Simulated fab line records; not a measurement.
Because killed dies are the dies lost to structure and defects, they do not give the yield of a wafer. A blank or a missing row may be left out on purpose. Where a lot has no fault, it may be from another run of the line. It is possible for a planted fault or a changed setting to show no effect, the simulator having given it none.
fab line records -- flow gf180mcu
record lots=5, wafers=15, last_day=34
route steps=602 shown V5@555 TOP_METAL@567
lots that met no fault: taken from a fault-free run of the same line
start_h: hours from the record's first day to the start of the lot's first wafer shown -- wait_h: hours elapsed since this lot's preceding step -- " the same as in the row above -- L1.1+2: one row covering several wafers at once -- - no value, or no start given -- * or withheld: withheld -- < > ~ a bound
route shown NAME@n: a module of which the file shows steps, and the number in the route of the first -- usual: average and standard deviation across the fault-free wafers -- same: alike in all rows -- chamber/n: place in a boat -- sites: per-site readings -- _std_site: the standard deviation of these -- _edge_site: inner sites' mean taken away from outer sites' mean -- radius_mm: how far each site lies from the wafer's centre -- mask NAME#n: copy n -- behind: tool/chamber where the wafer was last shaped -- hold: cause of the lot's hold/its duration in hours/its outcome -- device: the n, p or np transistor that did not switch -- end of line: tests of these same wafers at the route's end -- where a step has no rows: the recipe by itself -- killed: dies that structure and defects cost at the first sort, which is not the same as the wafer's yield -- map: per-die view of a wafer (x killed, . not killed, _ where there is no die)
set.NAME: setting as actually run; set.NAME@STEP: the setting as run at that earlier step -- model.NAME: the simulator's own value behind a step, which no gauge read
lots at selected steps of the route; one table per step, one row per wafer
services: from which hour (start_h, from the record's first day; less than 0 if before it) a tool's chamber was out of use, for how many hours, and why
## steps
# step GF_V5_OVL_MEAS_15
# usual V5_OVL=-2/5.5
lot.wafer,tool,chamber,start_h,wait_h,V5_OVL[nm]
L075.1,overlay-02,-,642.18,0.1,-1
L075.3,overlay-02,-,642.18,0.1,7
L075.5,overlay-02,-,642.18,0.1,-1
L078.3,overlay-02,-,667.27,0.1,7
L078.5,overlay-02,-,667.27,0.1,-2
L078.6,overlay-02,-,667.27,0.1,-3
L082.1,overlay-01,-,703.16,0.1,2
L082.2,overlay-01,-,703.16,0.1,9
L082.6,overlay-01,-,703.16,0.1,7
L088.1,overlay-02,-,738.41,0.1,-5
L088.2,overlay-02,-,738.41,0.1,-4
L088.4,overlay-02,-,738.41,0.1,-4
L092.3,overlay-02,-,782.57,0.1,-7
L092.5,overlay-02,-,782.57,0.1,-8
L092.6,overlay-02,-,782.57,0.1,-3
# step GF_V5_ETCH_16
# recipe chemistry=N2/H2, target_depth_a=withheld, overetch_a=withheld, time_s=withheld, target=BARC, ion_energy_ev=200, source_w=500, bias_w=100, pressure_mtorr=30, n2_flow_sccm=100, h2_flow_sccm=200
# usual drypump_motor_current_A=5.8/0.44, oes_product_au=0.855/0.0046, throttle_valve_pct=13.225/0.0094
lot.wafer,tool,chamber,start_h,wait_h,drypump_motor_current_A,oes_product_au,throttle_valve_pct
L075.1,rie_diel-02,0,642.21,0.0,5.5,0.861,13.229
L075.3,rie_diel-02,1,642.21,0.0,5.8,0.850,13.220
L075.5,rie_diel-02,3,642.21,0.0,6.0,0.850,13.213
L078.3,rie_diel-02,3,667.29,0.0,6.0,0.853,13.221
L078.5,rie_diel-02,2,667.29,0.0,6.0,0.865,13.224
L078.6,rie_diel-02,1,667.29,0.0,5.7,0.852,13.235
L082.1,rie_diel-03,3,703.20,0.0,5.7,0.854,13.211
L082.2,rie_diel-03,0,703.20,0.0,5.1,0.854,13.229
L082.6,rie_diel-03,2,703.20,0.0,6.6,0.852,13.222
L088.1,rie_diel-01,1,738.45,0.0,6.6,0.856,13.227
L088.2,rie_diel-01,3,738.45,0.0,5.8,0.854,13.239
L088.4,rie_diel-01,0,738.45,0.0,5.0,0.856,13.227
L092.3,rie_diel-03,3,782.60,0.0,5.7,0.851,13.227
L092.5,rie_diel-03,2,782.60,0.0,6.7,0.844,13.223
L092.6,rie_diel-03,1,782.60,0.0,6.1,0.857,13.214
# step GF_V5_ETCH_17
# recipe chemistry=C4F8/O2/Ar, mask_material=KrF, target=SiO2, stop_on=TiN, source_w=1500, bias_w=1200, pressure_mtorr=40, c4f8_flow_sccm=withheld, O2_flow_sccm=6, Ar_flow_sccm=300, time_s=withheld, target_depth_a=8550
# usual oes_product_au=0.859/0.0047
lot.wafer,tool,chamber,start_h,wait_h,oes_product_au
L075.1,rie_diel-02,0,-,-,0.854
L075.3,rie_diel-02,1,-,-,0.861
L075.5,rie_diel-02,3,-,-,0.864
L078.3,rie_diel-02,3,-,-,0.851
L078.5,rie_diel-02,2,-,-,0.866
L078.6,rie_diel-02,1,-,-,0.862
L082.1,rie_diel-03,3,-,-,0.862
L082.2,rie_diel-03,0,-,-,0.859
L082.6,rie_diel-03,2,-,-,0.862
L088.1,rie_diel-01,1,-,-,0.860
L088.2,rie_diel-01,3,-,-,0.859
L088.4,rie_diel-01,0,-,-,0.863
L092.3,rie_diel-03,3,-,-,0.860
L092.5,rie_diel-03,2,-,-,0.848
L092.6,rie_diel-03,1,-,-,0.857
# step GF_V5_STRIP_18
# recipe chemistry=O2/N2, power_w=1400, pressure_mtorr=1500, platen_temp_c=250, o2_flow_sccm=3000, n2_flow_sccm=300, overash_fraction=0.5
# usual drypump_motor_current_A=5.6/0.47, heater_power_w=332/26, oes_product_au=0.569/0.0051
lot.wafer,tool,chamber,start_h,wait_h,drypump_motor_current_A,heater_power_w,oes_product_au,rf_hours_counter_h
L075.1,plasma_asher-04,0,642.37,-,5.3,302,0.571,22
L075.3,plasma_asher-04,1,642.37,-,6.0,357,0.573,-
L075.5,plasma_asher-04,0,642.37,-,5.3,312,0.571,-
L078.3,plasma_asher-04,0,667.48,-,5.3,308,0.571,-
L078.5,plasma_asher-04,1,667.48,-,6.0,354,0.574,-
L078.6,plasma_asher-04,0,667.48,-,5.3,306,0.561,-
L082.1,plasma_asher-02,0,703.35,-,4.7,291,0.566,107
L082.2,plasma_asher-02,1,703.35,-,5.5,365,0.566,107
L082.6,plasma_asher-02,1,703.35,-,5.5,369,0.568,-
L088.1,plasma_asher-04,0,738.60,-,5.3,313,0.556,33
L088.2,plasma_asher-04,1,738.60,-,6.0,350,0.567,33
L088.4,plasma_asher-04,0,738.60,-,5.3,303,0.569,-
L092.3,plasma_asher-01,1,782.78,-,6.0,319,0.569,-
L092.5,plasma_asher-01,0,782.78,-,6.3,345,0.567,-
L092.6,plasma_asher-01,1,782.78,-,6.0,322,0.576,-
# step GF_V5_STRIP_19
# recipe chemistry=post_etch_residue_remover, time_s=1200, temp_c=72.5
lot.wafer,tool,chamber,start_h,wait_h
L075.1+3+5,wet_bench-04,1,642.47,0.1
L078.3+5+6,wet_bench-04,1,667.55,0.0
L082.1+2+6,wet_bench-02,1,703.45,0.1
L088.1+2+4,wet_bench-04,3,738.70,0.1
L092.3+5+6,wet_bench-04,0,782.85,0.0
# step GF_V5_CLEAN_20
# recipe chemistry=DIW, dry=n2_spin
lot.wafer,tool,chamber,start_h,wait_h
L075.1+3+5,wet_bench-01,2,642.81,0.0
L078.3+5+6,wet_bench-02,0,667.89,0.0
L082.1+2+6,wet_bench-04,3,703.79,0.0
L088.1+2+4,wet_bench-02,0,739.04,0.0
L092.3+5+6,wet_bench-02,1,783.19,0.0
# step GF_V5_SPUTTER_21
# recipe material=Ti, target_thk_nm=15, chamber_pressure_pa=5, power_w=2500, substrate_temp_c=200, time_s=80.02
# usual throttle_valve_pct=29.6/0.73
lot.wafer,tool,chamber,start_h,wait_h,throttle_valve_pct
L075.1,pvd_sputter-03,-,642.90,0.0,30.6
L075.3,pvd_sputter-03,-,642.90,0.0,29.4
L075.5,pvd_sputter-03,-,642.90,0.0,29.7
L078.3,pvd_sputter-04,-,667.98,0.0,29.0
L078.5,pvd_sputter-04,-,667.98,0.0,29.2
L078.6,pvd_sputter-04,-,667.98,0.0,28.9
L082.1,pvd_sputter-03,-,703.88,0.0,30.7
L082.2,pvd_sputter-03,-,703.88,0.0,29.3
L082.6,pvd_sputter-03,-,703.88,0.0,29.1
L088.1,pvd_sputter-04,-,739.13,0.0,29.2
L088.2,pvd_sputter-04,-,739.13,0.0,28.9
L088.4,pvd_sputter-04,-,739.13,0.0,29.2
L092.3,pvd_sputter-04,-,783.29,0.0,28.8
L092.5,pvd_sputter-04,-,783.29,0.0,29.1
L092.6,pvd_sputter-04,-,783.29,0.0,29.1
# step GF_V5_SPUTTER_22
# recipe material=TiN, target_thk_nm=10, chamber_pressure_pa=5, power_w=4000, time_s=40
# usual throttle_valve_pct=29.6/0.7
lot.wafer,tool,chamber,start_h,wait_h,throttle_valve_pct
L075.1,pvd_sputter-03,-,642.96,0.0,30.5
L075.3,pvd_sputter-03,-,642.96,0.0,29.5
L075.5,pvd_sputter-03,-,642.96,0.0,29.4
L078.3,pvd_sputter-04,-,668.04,0.0,29.3
L078.5,pvd_sputter-04,-,668.04,0.0,29.5
L078.6,pvd_sputter-04,-,668.04,0.0,29.3
L082.1,pvd_sputter-03,-,703.94,0.0,30.4
L082.2,pvd_sputter-03,-,703.94,0.0,29.4
L082.6,pvd_sputter-03,-,703.94,0.0,29.1
L088.1,pvd_sputter-04,-,739.19,0.0,29.1
L088.2,pvd_sputter-04,-,739.19,0.0,28.8
L088.4,pvd_sputter-04,-,739.19,0.0,29.5
L092.3,pvd_sputter-04,-,783.35,0.0,28.9
L092.5,pvd_sputter-04,-,783.35,0.0,29.1
L092.6,pvd_sputter-04,-,783.35,0.0,29.2
# step GF_V5_CVD_23
# recipe material=W, target_thk_nm=350, time_s=104.9, temp_c=400, pressure_torr=40
# usual heater_power_w=845/45
lot.wafer,tool,chamber,start_h,wait_h,heater_power_w
L075.1,cvd_w-01,0,643.00,0.0,829
L075.3,cvd_w-01,1,643.00,0.0,819
L075.5,cvd_w-01,0,643.00,0.0,854
L078.3,cvd_w-01,0,668.12,0.1,842
L078.5,cvd_w-01,1,668.12,0.1,821
L078.6,cvd_w-01,0,668.12,0.1,844
L082.1,cvd_w-01,0,703.98,0.0,843
L082.2,cvd_w-01,1,703.98,0.0,818
L082.6,cvd_w-01,1,703.98,0.0,819
L088.1,cvd_w-01,0,739.23,0.0,826
L088.2,cvd_w-01,1,739.23,0.0,836
L088.4,cvd_w-01,0,739.23,0.0,850
L092.3,cvd_w-02,0,783.43,0.1,945
L092.5,cvd_w-02,1,783.43,0.1,786
L092.6,cvd_w-02,0,783.43,0.1,926
# step GF_V5_RS_MEAS_24
# recipe thk_meas_gauge=four-point-probe, reads=W_of_V5_CVD_23+TiN_of_V5_SPUTTER_22+Ti_of_V5_SPUTTER_21
# usual V5_W_RS=0.326/0.0047
lot.wafer,tool,chamber,start_h,wait_h,V5_W_RS[ohm/sq]
L075.1,film_metro-04,-,643.11,0.1,0.317
L075.3,film_metro-04,-,643.11,0.1,0.329
L075.5,film_metro-04,-,643.11,0.1,0.322
L078.3,film_metro-01,-,668.23,0.1,0.321
L078.5,film_metro-01,-,668.23,0.1,0.327
L078.6,film_metro-01,-,668.23,0.1,0.320
L082.1,film_metro-03,-,704.10,0.1,0.323
L082.2,film_metro-03,-,704.10,0.1,0.328
L082.6,film_metro-03,-,704.10,0.1,0.329
L088.1,film_metro-01,-,739.35,0.1,0.323
L088.2,film_metro-01,-,739.35,0.1,0.331
L088.4,film_metro-01,-,739.35,0.1,0.320
L092.3,film_metro-03,-,783.54,0.1,0.330
L092.5,film_metro-03,-,783.54,0.1,0.330
L092.6,film_metro-03,-,783.54,0.1,0.330
# step GF_V5_THK_MEAS_25
# recipe thk_meas_gauge=xrf, reads=W_of_V5_CVD_23
# usual V5_W_THK=353/6.4
lot.wafer,tool,chamber,start_h,wait_h,V5_W_THK[nm]
L075.1,film_metro-04,-,643.23,0.1,370
L075.3,film_metro-04,-,643.23,0.1,358
L075.5,film_metro-04,-,643.23,0.1,364
L078.3,film_metro-01,-,668.33,0.1,354
L078.5,film_metro-01,-,668.33,0.1,346
L078.6,film_metro-01,-,668.33,0.1,353
L082.1,film_metro-03,-,704.22,0.1,361
L082.2,film_metro-03,-,704.22,0.1,354
L082.6,film_metro-03,-,704.22,0.1,354
L088.1,film_metro-01,-,739.47,0.1,350
L088.2,film_metro-01,-,739.47,0.1,341
L088.4,film_metro-01,-,739.47,0.1,356
L092.3,film_metro-03,-,783.64,0.1,349
L092.5,film_metro-03,-,783.64,0.1,350
L092.6,film_metro-03,-,783.64,0.1,351
# step GF_V5_CMP_26
# recipe stop_on=SiO2, down_force_psi=3.5, platen_rpm=60, t_overpolish_s=15, target_thk_nm=0, pad_velocity_m_s=0.94248
# usual motor_current_A=10.8/1.4, overpolish_run_s=15.001/0.011, slurry_flow_ml_min=150.0/0.49, time_to_endpoint_s=87/3.2
lot.wafer,tool,chamber,start_h,wait_h,motor_current_A,overpolish_run_s,slurry_flow_ml_min,time_to_endpoint_s
L075.3,cmp-01,1,643.29,0.0,11.3,14.995,150.1,86
L075.1,cmp-01,2,643.29,0.0,10.5,14.996,150.4,86
L075.5,cmp-01,1,643.29,0.0,12.1,15.012,149.4,86
L078.3,cmp-01,2,668.37,0.0,10.4,15.021,150.2,84
L078.6,cmp-01,2,668.37,0.0,11.2,14.991,150.0,86
L078.5,cmp-01,3,668.37,0.0,12.1,14.996,149.9,89
L082.1,cmp-01,0,704.33,0.1,11.0,14.976,150.3,85
L082.2,cmp-01,2,704.33,0.1,10.7,15.012,149.9,84
L082.6,cmp-01,3,704.33,0.1,12.6,14.985,150.3,86
L088.2,cmp-01,0,739.53,0.0,10.2,15.017,151.3,91
L088.4,cmp-01,1,739.53,0.0,11.8,15.002,151.6,88
L088.1,cmp-01,3,739.53,0.0,12.2,14.998,150.1,93
L092.3,cmp-02,0,783.68,0.0,7.7,14.990,150.1,90
L092.6,cmp-02,0,783.68,0.0,7.3,14.995,150.2,92
L092.5,cmp-02,1,783.68,0.0,12.0,15.000,150.4,84
# step GF_TOP_METAL_SPUTTER_00
# recipe material=Ti, target_thk_nm=37.5, arriving_ion_energy_ev=80, substrate_temp_c=200, chamber_pressure_pa=2, power_w=4000, time_s=150
# usual throttle_valve_pct=29.7/0.81
lot.wafer,tool,chamber,start_h,wait_h,throttle_valve_pct
L075.1,pvd_sputter-02,-,643.59,0.2,29.6
L075.3,pvd_sputter-02,-,643.59,0.2,28.8
L075.5,pvd_sputter-02,-,643.59,0.2,30.5
L078.3,pvd_sputter-02,-,668.67,0.2,30.1
L078.5,pvd_sputter-02,-,668.67,0.2,30.6
L078.6,pvd_sputter-02,-,668.67,0.2,28.9
L082.1,pvd_sputter-01,-,704.58,0.2,29.4
L082.2,pvd_sputter-01,-,704.58,0.2,29.0
L082.6,pvd_sputter-01,-,704.58,0.2,29.0
L088.1,pvd_sputter-01,-,739.83,0.1,29.4
L088.2,pvd_sputter-01,-,739.83,0.1,29.0
L088.4,pvd_sputter-01,-,739.83,0.1,29.3
L092.3,pvd_sputter-02,-,783.98,0.2,28.7
L092.5,pvd_sputter-02,-,783.98,0.2,30.7
L092.6,pvd_sputter-02,-,783.98,0.2,30.4
# step GF_TOP_METAL_SPUTTER_01
# recipe material=TiN, target_thk_nm=30, power_w=6500, time_s=25, chamber_pressure_pa=0.4
# usual throttle_valve_pct=29.7/0.8
lot.wafer,tool,chamber,start_h,wait_h,throttle_valve_pct
L075.1,pvd_sputter-02,-,643.69,0.1,30.0
L075.3,pvd_sputter-02,-,643.69,0.1,28.8
L075.5,pvd_sputter-02,-,643.69,0.1,30.4
L078.3,pvd_sputter-02,-,668.77,0.1,29.9
L078.5,pvd_sputter-02,-,668.77,0.1,30.4
L078.6,pvd_sputter-02,-,668.77,0.1,29.1
L082.1,pvd_sputter-01,-,704.68,0.1,29.3
L082.2,pvd_sputter-01,-,704.68,0.1,29.0
L082.6,pvd_sputter-01,-,704.68,0.1,29.0
L088.1,pvd_sputter-01,-,739.94,0.1,29.3
L088.2,pvd_sputter-01,-,739.94,0.1,29.0
L088.4,pvd_sputter-01,-,739.94,0.1,29.5
L092.3,pvd_sputter-02,-,784.08,0.1,29.0
L092.5,pvd_sputter-02,-,784.08,0.1,30.5
L092.6,pvd_sputter-02,-,784.08,0.1,30.4
# step GF_TOP_METAL_SPUTTER_02
# recipe material=AlCu, target_thk_nm=900, power_w=10600, chamber_pressure_pa=0.3, substrate_temp_c=250, gas=Ar, time_s=47.82
# usual throttle_valve_pct=29.7/0.79
lot.wafer,tool,chamber,start_h,wait_h,throttle_valve_pct
L075.1,pvd_sputter-02,-,643.72,0.0,30.1
L075.3,pvd_sputter-02,-,643.72,0.0,28.7
L075.5,pvd_sputter-02,-,643.72,0.0,30.2
L078.3,pvd_sputter-02,-,668.80,0.0,30.1
L078.5,pvd_sputter-02,-,668.80,0.0,30.4
L078.6,pvd_sputter-02,-,668.80,0.0,29.0
L082.1,pvd_sputter-01,-,704.71,0.0,29.3
L082.2,pvd_sputter-01,-,704.71,0.0,29.0
L082.6,pvd_sputter-01,-,704.71,0.0,29.1
L088.1,pvd_sputter-01,-,739.97,0.0,29.0
L088.2,pvd_sputter-01,-,739.97,0.0,29.2
L088.4,pvd_sputter-01,-,739.97,0.0,29.3
L092.3,pvd_sputter-02,-,784.11,0.0,28.8
L092.5,pvd_sputter-02,-,784.11,0.0,30.4
L092.6,pvd_sputter-02,-,784.11,0.0,30.4
# step GF_TOP_METAL_SPUTTER_03
# recipe material=Ti, target_thk_nm=5, substrate_temp_c=300, chamber_pressure_pa=0.3, power_w=3000, time_s=3.3
# usual throttle_valve_pct=29.6/0.81
lot.wafer,tool,chamber,start_h,wait_h,throttle_valve_pct
L075.1,pvd_sputter-02,-,643.77,0.0,29.8
L075.3,pvd_sputter-02,-,643.77,0.0,29.2
L075.5,pvd_sputter-02,-,643.77,0.0,30.6
L078.3,pvd_sputter-02,-,668.85,0.0,29.7
L078.5,pvd_sputter-02,-,668.85,0.0,30.1
L078.6,pvd_sputter-02,-,668.85,0.0,28.8
L082.1,pvd_sputter-01,-,704.75,0.0,29.4
L082.2,pvd_sputter-01,-,704.75,0.0,29.0
L082.6,pvd_sputter-01,-,704.75,0.0,29.0
L088.1,pvd_sputter-01,-,740.02,0.0,29.1
L088.2,pvd_sputter-01,-,740.02,0.0,29.0
L088.4,pvd_sputter-01,-,740.02,0.0,29.6
L092.3,pvd_sputter-02,-,784.16,0.0,28.7
L092.5,pvd_sputter-02,-,784.16,0.0,30.2
L092.6,pvd_sputter-02,-,784.16,0.0,30.2
# step GF_TOP_METAL_SPUTTER_04
# recipe material=TiN, target_thk_nm=25, power_w=6500, time_s=20.8, chamber_pressure_pa=0.4
# usual throttle_valve_pct=29.6/0.8
lot.wafer,tool,chamber,start_h,wait_h,throttle_valve_pct
L075.1,pvd_sputter-02,-,643.78,0.0,30.0
L075.3,pvd_sputter-02,-,643.78,0.0,28.9
L075.5,pvd_sputter-02,-,643.78,0.0,30.4
L078.3,pvd_sputter-02,-,668.86,0.0,29.8
L078.5,pvd_sputter-02,-,668.86,0.0,30.4
L078.6,pvd_sputter-02,-,668.86,0.0,28.8
L082.1,pvd_sputter-01,-,704.77,0.0,29.5
L082.2,pvd_sputter-01,-,704.77,0.0,28.9
L082.6,pvd_sputter-01,-,704.77,0.0,29.0
L088.1,pvd_sputter-01,-,740.04,0.0,29.2
L088.2,pvd_sputter-01,-,740.04,0.0,29.0
L088.4,pvd_sputter-01,-,740.04,0.0,29.3
L092.3,pvd_sputter-02,-,784.18,0.0,28.9
L092.5,pvd_sputter-02,-,784.18,0.0,30.5
L092.6,pvd_sputter-02,-,784.18,0.0,30.3
# step GF_TOP_METAL_RS_MEAS_05
# recipe thk_meas_gauge=four-point-probe, reads=TiN_of_TOP_METAL_SPUTTER_04+Ti_of_TOP_METAL_SPUTTER_03+AlCu_of_TOP_METAL_SPUTTER_02+TiN_of_TOP_METAL_SPUTTER_01+Ti_of_TOP_METAL_SPUTTER_00
# usual TOP_METAL_ALCU_RS=0.0328/0.0004
lot.wafer,tool,chamber,start_h,wait_h,TOP_METAL_ALCU_RS[ohm/sq]
L075.1,film_metro-01,-,643.81,0.0,0.0328
L075.3,film_metro-01,-,643.81,0.0,0.0331
L075.5,film_metro-01,-,643.81,0.0,0.0330
L078.3,film_metro-03,-,668.93,0.1,0.0323
L078.5,film_metro-03,-,668.93,0.1,0.0325
L078.6,film_metro-03,-,668.93,0.1,0.0326
L082.1,film_metro-03,-,704.80,0.0,0.0329
L082.2,film_metro-03,-,704.80,0.0,0.0324
L082.6,film_metro-03,-,704.80,0.0,0.0326
L088.1,film_metro-02,-,740.07,0.0,0.0333
L088.2,film_metro-02,-,740.07,0.0,0.0332
L088.4,film_metro-02,-,740.07,0.0,0.0334
L092.3,film_metro-03,-,784.24,0.1,0.0326
L092.5,film_metro-03,-,784.24,0.1,0.0324
L092.6,film_metro-03,-,784.24,0.1,0.0323
# step GF_TOP_METAL_THK_MEAS_06
# recipe thk_meas_gauge=xrf, reads=AlCu_of_TOP_METAL_SPUTTER_02
# usual TOP_METAL_ALCU_THK=898/12
lot.wafer,tool,chamber,start_h,wait_h,TOP_METAL_ALCU_THK[nm]
L075.1,film_metro-01,-,643.93,0.1,909
L075.3,film_metro-01,-,643.93,0.1,898
L075.5,film_metro-01,-,643.93,0.1,903
L078.3,film_metro-03,-,669.03,0.1,909
L078.5,film_metro-03,-,669.03,0.1,903
L078.6,film_metro-03,-,669.03,0.1,903
L082.1,film_metro-03,-,704.92,0.1,894
L082.2,film_metro-03,-,704.92,0.1,904
L082.6,film_metro-03,-,704.92,0.1,899
L088.1,film_metro-02,-,740.19,0.1,895
L088.2,film_metro-02,-,740.19,0.1,897
L088.4,film_metro-02,-,740.19,0.1,895
L092.3,film_metro-03,-,784.34,0.1,905
L092.5,film_metro-03,-,784.34,0.1,902
L092.6,film_metro-03,-,784.34,0.1,908
# step GF_TOP_METAL_DEHYDRATE_07
# recipe temp_c=200, time_s=60
lot.wafer,tool,chamber,start_h,wait_h
L075.1+3+5,litho_track-04,0,652.76,8.8
L078.3+5+6,litho_track-03,0,678.44,9.4
L082.1+2+6,litho_track-01,0,713.56,8.6
L088.1+2+4,litho_track-03,0,747.94,7.7
L092.3+5+6,litho_track-01,0,791.36,7.0
# step GF_TOP_METAL_HMDS_08
# recipe prime_time_s=60, prime_temp_c=120
# usual prime_temp_c=120.04/0.13
lot.wafer,tool,chamber,start_h,wait_h,prime_temp_c
L075.1,litho_track-04,0,652.91,0.1,119.95
L075.3,litho_track-04,0,652.91,0.1,119.91
L075.5,litho_track-04,0,652.91,0.1,119.99
L078.3,litho_track-03,0,678.59,0.1,119.91
L078.5,litho_track-03,0,678.59,0.1,120.11
L078.6,litho_track-03,0,678.59,0.1,119.84
L082.1,litho_track-01,0,713.71,0.1,119.96
L082.2,litho_track-01,0,713.71,0.1,120.08
L082.6,litho_track-01,0,713.71,0.1,119.97
L088.1,litho_track-03,0,748.09,0.1,120.18
L088.2,litho_track-03,0,748.09,0.1,120.00
L088.4,litho_track-03,0,748.09,0.1,120.10
L092.3,litho_track-01,0,791.51,0.1,120.01
L092.5,litho_track-01,0,791.51,0.1,120.04
L092.6,litho_track-01,0,791.51,0.1,119.87
# step GF_TOP_METAL_COAT_09
# recipe resist=NOVOLAK, spin_rpm=3000, resist_thk_nm=1500
lot.wafer,tool,chamber,start_h,wait_h
L075.1+3+5,litho_track-04,0,653.06,0.1
L078.3+5+6,litho_track-03,0,678.74,0.1
L082.1+2+6,litho_track-01,0,713.86,0.1
L088.1+2+4,litho_track-03,0,748.24,0.1
L092.3+5+6,litho_track-01,0,791.66,0.1
# step GF_TOP_METAL_SOFTBAKE_10
# recipe temp_c=90, time_s=60, resist=NOVOLAK
lot.wafer,tool,chamber,start_h,wait_h
L075.1+3+5,litho_track-04,0,653.21,0.1
L078.3+5+6,litho_track-03,0,678.89,0.1
L082.1+2+6,litho_track-01,0,714.01,0.1
L088.1+2+4,litho_track-03,0,748.39,0.1
L092.3+5+6,litho_track-01,0,791.81,0.1
# step GF_TOP_METAL_EXPOSE_11
# recipe mask_id=MetalTop, target_cd_nm=440, na=0.6, source_shape=conventional, sigma_outer=0.6, dose_mj=170
lot.wafer,tool,chamber,start_h,wait_h,mask
L075.1+3+5,iline_stepper-01,0,-,-,MetalTop#0
L078.3+5+6,iline_stepper-02,0,-,-,MetalTop#0
L082.1+2+6,iline_stepper-01,0,-,-,MetalTop#0
L088.1+2+4,iline_stepper-02,0,-,-,MetalTop#0
L092.3+5+6,iline_stepper-01,0,-,-,MetalTop#0
# step GF_TOP_METAL_PEB_12
# recipe temp_c=withheld, time_s=*, resist=NOVOLAK
lot.wafer,tool,chamber,start_h,wait_h
L075.1+3+5,litho_track-01,0,-,-
L078.3+5+6,litho_track-04,0,-,-
L082.1+2+6,litho_track-04,0,-,-
L088.1+2+4,litho_track-01,0,-,-
L092.3+5+6,litho_track-01,0,-,-
# step GF_TOP_METAL_DEVELOP_13
# recipe develop_time_s=60, dev_temp_c=23
lot.wafer,tool,chamber,start_h,wait_h
L075.1+3+5,litho_track-01,0,663.41,0.1
L078.3+5+6,litho_track-04,0,688.36,0.1
L082.1+2+6,litho_track-04,0,722.96,0.1
L088.1+2+4,litho_track-01,0,756.76,0.1
L092.3+5+6,litho_track-01,0,799.76,0.1
## services
tool,chamber,start_h,hours,kind
rie_diel-02,-,629.59,2.5,repair
cmp-01,-,647.49,2.9,repair
rie_diel-03,2,657.21,3.7,repair
rie_diel-03,1,673.34,5.5,repair
pvd_sputter-04,-,678.62,2.5,repair
cmp-01,-,679.76,5.5,pm
pvd_sputter-03,-,681.00,3.7,repair
pvd_sputter-02,-,709.16,4.8,repair
wet_bench-04,-,723.56,1.9,pm
pvd_sputter-02,-,733.66,2.9,repair
rie_diel-02,2,739.02,6.7,repair
wet_bench-04,-,739.37,7.2,repair
cmp-01,-,744.00,4.0,pm
pvd_sputter-04,-,745.65,1.8,repair
rie_diel-02,1,748.30,15.8,repair
pvd_sputter-01,-,749.46,1.9,repair
cvd_w-01,0,750.34,12.2,repair
cvd_w-01,-,760.82,2.8,pm
pvd_sputter-04,-,762.85,6.2,repair
cvd_w-01,-,764.31,1.7,repair
iline_stepper-01,-,770.02,6.6,repair
plasma_asher-04,-,775.14,3.2,repair
pvd_sputter-03,-,783.01,3.7,repair
pvd_sputter-04,-,791.04,3.1,repair
## key
fault none
